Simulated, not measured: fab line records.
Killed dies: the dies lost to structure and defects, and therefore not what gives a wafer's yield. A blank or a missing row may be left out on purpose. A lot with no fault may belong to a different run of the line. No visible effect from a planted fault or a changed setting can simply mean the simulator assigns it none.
A lot that was struck, set against a sound lot	flow sky130	15 out of 708 route steps
Sound: the wafers L263.3, L263.5, L263.6. Wafers L270.2, L270.4, L270.5 were the ones struck. The cause comes at the end.
Order at every step that has rows: each side's tool, ch and its chambers, its first start. Under that, the readings that differ: sound wafers	struck wafers	difference of the means	sigmas: that difference in standard deviations of wafers without a fault.
alike: a reading whose means differ by less than 2 such deviations, as well as words and numbers matching on both sides. not compared: withheld readings; readings where some wafer has no value; bounds like >300 that might hide an equal value; numbers whose values overlap and for which the record gives no deviation.
The two part at a step that has a row with sigmas, a row that says differs or no value, or rows on one side only. Numbers that have no deviation but don't overlap get no sigmas and don't part them. A reading missing from all wafers of one side parts the sides only when that side holds two or more wafers.

first, 6 steps without rows for these wafers: SKY_GATE_OXIDE_HMDS_04 (prime time 60 s); SKY_GATE_OXIDE_COAT_05 (resist thk 1140 nm); SKY_GATE_OXIDE_SOFTBAKE_06 (time 60 s); SKY_GATE_OXIDE_EXPOSE_07 (exposes mask LVOM, target cd 600 nm); SKY_GATE_OXIDE_PEB_08; SKY_GATE_OXIDE_DEVELOP_09 (develop time 60 s).
SKY_GATE_OXIDE_OVL_MEAS_10:
  struck on overlay-01, day 19 13:45; sound on overlay-01, day 16 22:49
  alike: GATE_OXIDE_OVL
then, 2 steps without rows for these wafers: SKY_GATE_OXIDE_IMPLANT_11; SKY_GATE_OXIDE_WET_ETCH_12 (etches SiO2 in dHF, target depth 16.8 nm, time 336 s).
SKY_GATE_OXIDE_STRIP_13: strips in O2/N2.
  sound on plasma asher-03 ch 0,1, day 16 23:07; struck on plasma asher-02 ch 0,1, day 19 14:03
  alike: chamber pressure mTorr, drypump motor current A, oes product au, strip time to endpoint s
  not compared: rf hours counter h
SKY_GATE_OXIDE_TW_MEAS_14:
  struck on film metro-02, day 19 14:10; sound on film metro-03, day 16 23:12
reading	sound	struck	difference	sigmas
GATE_OXIDE_TW	224.9 224.7 224.2	218.4 220.7 220.2	-4.8	-2
then, 1 step without rows for these wafers: SKY_GATE_OXIDE_CLEAN_15 (cleans in SC1/SC2, time 150 s).
SKY_GATE_OXIDE_OXIDATION_16: stabilise 600 s, purge 300 s, target thk 3.57 nm.
  sound on furnace-01 ch 0, day 17 00:57; struck on furnace-01 ch 0, day 19 14:16
reading	sound	struck	difference	sigmas
spike tc bottom C (C)	818.3 819.5 818.6	825.1 824.4 822.2	+5.1	+3
spike tc centre C (C)	800.4 800.7 800.4	802.1 805.2 804.5	+3.4	+4
spike tc lower C (C)	802.0 800.8 799.9	765.0 765.9 766.6	-35.1	-35
zone power bottom pct (%)	22.76 23.44 23.04	27.41 27.63 27.41	+4.40	+16
zone power lower pct (%)	13.3 13.5 13.4	3.2 3.2 3.2	-10.2	-8
  alike: ramp down c per min
  not compared: model.SiO2_of_GATE_OXIDE_OXIDATION_01.thk nm
then, 1 step without rows for these wafers: SKY_POLY_GATE_CVD_00 (deposits poly-Si, target thk 180 nm, time 720 s).
-- record jumps: 30 days separate the struck wafers' starts on either side; left off in module POLY_GATE, taken up again in module PAD_OPEN, whose first shown step is the route's number 708 --
SKY_PAD_OPEN_PROBE_99:
  struck on prober-02, day 49 20:07; sound on prober-01, day 48 03:45
reading	sound	struck	difference	sigmas
model.etest.tip sonos.rs ohm sq	2709 2700 2702	2675 2695 2688	-18	
model.etest.nfet_01v8.r on ohm um	824.3 836.2 827.1	798.7 801.8 817.2	-23.3	
model.etest.nfet_01v8_lvt.drive ua um	575.8 571 576	611.8 607 597.1	+31.0	
model.etest.nfet_01v8_turned.drive ua um	508.2 502.4 512.1	536.6 531.2 524.9	+23.3	
model.etest.nfet_01v8_swapped.drive ua um	509.9 506.1 510.8	536.5 529.6 528.5	+22.6	
model.etest.nfet_01v8.drive ua um	506.8 497 512.7	537 529.4 522.1	+24	
model.etest.sram nfet pass.drive ua um	499.5 493.3 486.7	533.5 521.8 518.9	+31.6	
  alike: killed_at_M0_to_M3, killed_at_M4_up, killed at contacts, killed at front end, killed at other, killed dies, killed open, killed short
  not compared: model.etest.nfet g5v0d10v5.drive ua um

WHERE THEY PART
At SKY_GATE_OXIDE_TW_MEAS_14 first; at SKY_GATE_OXIDE_OXIDATION_16 last (within this record only). Later steps at which nothing parts them and some readings are alike: SKY_PAD_OPEN_PROBE_99.

WHY: what had been put in by the simulator
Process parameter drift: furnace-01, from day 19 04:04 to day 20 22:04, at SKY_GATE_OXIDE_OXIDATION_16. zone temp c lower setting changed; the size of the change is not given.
